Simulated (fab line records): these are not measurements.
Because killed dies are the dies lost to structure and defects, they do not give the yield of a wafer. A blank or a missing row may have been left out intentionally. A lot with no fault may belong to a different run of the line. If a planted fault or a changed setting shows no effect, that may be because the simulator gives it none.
A single fault, viewed from 2 desks :: flow gf180mcu :: what lay behind the numbers comes last; until then each desk has only its own

== THE TOOL OWNER'S DESK: pvd_sputter-02 ==
The tool's own readings at GF_M3_SPUTTER_00 (material Ti, target thk 37.5 nm, time 150 s): means of the sampled wafers that have a number, for each lot that ran on this tool. A lot is out of limits, marked OUT, if its mean lies more than 4 standard deviations from the usual mean; the brackets give that distance.
Columns: A = cathode_dc_power_W at GF_M3_SPUTTER_00, usual 3999.9 W; B = throttle_valve_pct at GF_M3_SPUTTER_00, usual 30.5 %
lot: L672
first seen here: day 20 16:23
A: 4000.1
B: 30.6

lot: L678
first seen here: day 23 03:01
A: 4577.3 (+99 or more) OUT
B: 31.1

lot: L679
first seen here: day 23 10:25
A: 4576.7 (+99 or more) OUT
B: 30.3

lot: L687
first seen here: day 26 09:22
A: 3999.2
B: 30.9

lot: L692
first seen here: day 27 20:11
A: 3999.8
B: 30.7

lot: L693
first seen here: day 28 03:46
A: 4000.1
B: 30.6
This desk's verdict: out of limits on L678, L679, starting with L678 at day 23 03:01 (cathode_dc_power_W at GF_M3_SPUTTER_00). In limits: L672, L687, L692, L693.

== AT THE METROLOGY DESK ==
What the gauges read, lot by lot, whatever tool the lot ran on: means of the sampled wafers that have a number. A lot is out of limits, marked OUT, if its mean lies more than 4 standard deviations from the usual mean; the brackets give that distance.
Columns: A = V2_CVD_00_THK at GF_V2_THK_MEAS_01, usual 603 nm; B = cd_nm at GF_V2_CD_MEAS_14, usual 260.0 nm
lot: L672
first seen here: day 19 13:44
A: 611
B: 259.9

lot: L674
first seen here: day 20 08:03
A: 602
B: 260.0

lot: L678
first seen here: day 22 01:55
A: 599
B: 260.2

lot: L679
first seen here: day 22 09:09
A: 611
B: 260.0

lot: L685
first seen here: day 25 01:22
A: 606
B: 259.6

lot: L687
first seen here: day 25 09:35
A: 601
B: 257.2

lot: L686
first seen here: day 25 11:01
A: 602
B: 260.7

lot: L688
first seen here: day 25 13:27
A: 594
B: 260.0

lot: L689
first seen here: day 25 16:03
A: 607
B: 259.3

lot: L690
first seen here: day 25 22:42
A: 595
B: 259.2

lot: L691
first seen here: day 26 15:38
A: 601
B: 260.1

lot: L692
first seen here: day 26 22:13
A: 599
B: 258.8

lot: L693
first seen here: day 27 06:30
A: 603
B: 259.4
This desk's finding: nothing out of limits on any of the 13 lots.

== TAKEN TOGETHER ==
An alarm could have come from the tool owner's desk at day 23 03:01, on L678, L679.
From the metrology desk's view, nothing was out of limits.
The metrology desk holds a record of L678, L679, inside its limits.
The lots listed all ran GF_M3_SPUTTER_00 on pvd_sputter-02.

== WHAT WAS PUT IN BY THE SIMULATOR ==
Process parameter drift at GF_M3_SPUTTER_00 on pvd_sputter-02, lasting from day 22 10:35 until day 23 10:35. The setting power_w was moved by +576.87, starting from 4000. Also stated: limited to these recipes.
Struck lots among those shown: L678, L679.
Hours from the fault's start to each desk's first reading out of limits: the tool owner's desk, 16.
